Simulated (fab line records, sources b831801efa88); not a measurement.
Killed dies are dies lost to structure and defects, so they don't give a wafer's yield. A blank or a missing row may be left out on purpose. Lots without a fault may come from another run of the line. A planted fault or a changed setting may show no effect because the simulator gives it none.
A struck lot beside a sound one | flow sky130 | 16 steps out of a route of 708
Sound: wafers L851.3, L851.4, L851.5. Struck: wafers L855.3, L855.4, L855.6. The cause comes at the end.
At each step with rows: each side's tool, then ch and its chambers, then its first start. Under that, the readings that differ: sound wafers | struck wafers | difference of the means | sigmas: that difference in standard deviations of wafers without a fault.
alike: readings whose means differ by less than 2 such deviations, and words and numbers that are the same on both sides. not compared: withheld readings, readings that some wafer has no value for, bounds like >300 that may hide the same value, and numbers for which the record gives no deviation and whose values overlap.
The two part at a step that has a row with sigmas, a row that says differs or no value, or rows on one side only. Numbers that don't overlap but have no deviation are shown without sigmas and don't part them. A reading that every wafer of one side lacks parts them only if that side has two wafers or more.

SKY_SD_N_OVL_MEAS_08:
  sound on overlay-01, day 30 10:04; struck on overlay-01, day 31 18:07
  alike: SD_N_OVL
then, 2 steps without rows for these wafers: SKY_SD_N_IMPLANT_09; SKY_SD_N_IMPLANT_10.
SKY_SD_N_STRIP_11: strips in O2/N2.
  sound on plasma_asher-03 ch 0,1, day 30 10:26; struck on plasma_asher-01 ch 0,1, day 31 18:29
  alike: drypump_motor_current_A, oes_product_au, strip_time_to_endpoint_s
  not compared: rf_hours_counter_h
SKY_SD_N_TW_MEAS_12:
  sound on film_metro-02, day 30 10:31; struck on film_metro-02, day 31 18:34
  alike: SD_N_TW
then, 1 step without rows for these wafers: SKY_SD_N_CLEAN_13 (cleans in SC1/SC2, time 150 s).
SKY_SD_N_RTA_14: time 2 s.
  sound on rtp_anneal-01 ch 0, day 30 10:38; struck on rtp_anneal-01 ch 0, day 31 18:40
  alike: lamp_power_pct, wafer_temp_C_max
SKY_SD_N_RS_MEAS_16: measures by four-point-probe.
  sound on film_metro-04, day 30 10:49; struck on film_metro-04, day 31 18:52
  alike: SD_N_RS
SKY_SD_N_RS_MEAS_17: measures by four-point-probe.
  sound on film_metro-04, day 30 10:56; struck on film_metro-04, day 31 18:59
  alike: SD_P_RS
SKY_SD_N_RS_MEAS_18: measures by four-point-probe.
  sound on film_metro-04, day 30 11:04; struck on film_metro-04, day 31 19:07
  alike: RES_XHIGH_RS
then, 1 step without rows for these wafers: SKY_SALICIDE_CLEAN_00 (cleans in HF-last, time 30 s).
SKY_LI_CONTACT_HDPCVD_00: deposits PSG, target thk 930 nm, time 155 s.
  sound on hdpcvd-02 ch 1,2, day 30 11:10; struck on hdpcvd-02 ch 0,2, day 31 19:20
  reading                                       | sound                | struck            | difference                    | sigmas
  run_length_s (s)                              | 183.8 182.5 184.1    | 156.1 156.1 156.1 | -27.4                         | -80
  susceptor_temp_C (C)                          | 600.11 600.01 600.21 | - - -             | no value on the struck wafers |
  model.PSG_of_LI_CONTACT_HDPCVD_00.thk_nm (nm) | 941.8 937.3 915.1    | 784.6 781.3 777.2 | -150.4                        |
SKY_LI_CONTACT_THK_MEAS_01:
  sound on film_metro-02, day 30 11:17; struck on film_metro-02, day 31 19:28
  reading                    | sound       | struck      | difference | sigmas
  LI_CONTACT_HDPCVD_THK (nm) | 941 938 915 | 785 781 777 | -150       | -16
SKY_LI_CONTACT_CMP_02: polishes PSG.
  sound on cmp-01 ch 0,1, day 30 11:19; struck on cmp-01 ch 0,2,3, day 31 19:36
  reading                | sound          | struck         | difference | sigmas
  time_to_endpoint_s (s) | 35.7 32.9 35.2 | 14.9 18.0 14.5 | -18.8      | -7
  alike: motor_current_A
SKY_LI_CONTACT_BOW_MEAS_03:
  sound on film_metro-03, day 30 11:40; struck on film_metro-02, day 31 19:50
  alike: LI_CONTACT_BOW
then, 1 step without rows for these wafers: SKY_PAD_OPEN_PROBE_99.

WHERE THEY PART
First at SKY_LI_CONTACT_HDPCVD_00; last, within this record, at SKY_LI_CONTACT_CMP_02. Later steps at which nothing parts them and some readings are alike: SKY_LI_CONTACT_BOW_MEAS_03.

WHY: what the simulator had put in
Process parameter drift: hdpcvd-02, from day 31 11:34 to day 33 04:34, at SKY_LI_CONTACT_HDPCVD_00. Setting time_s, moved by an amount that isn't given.
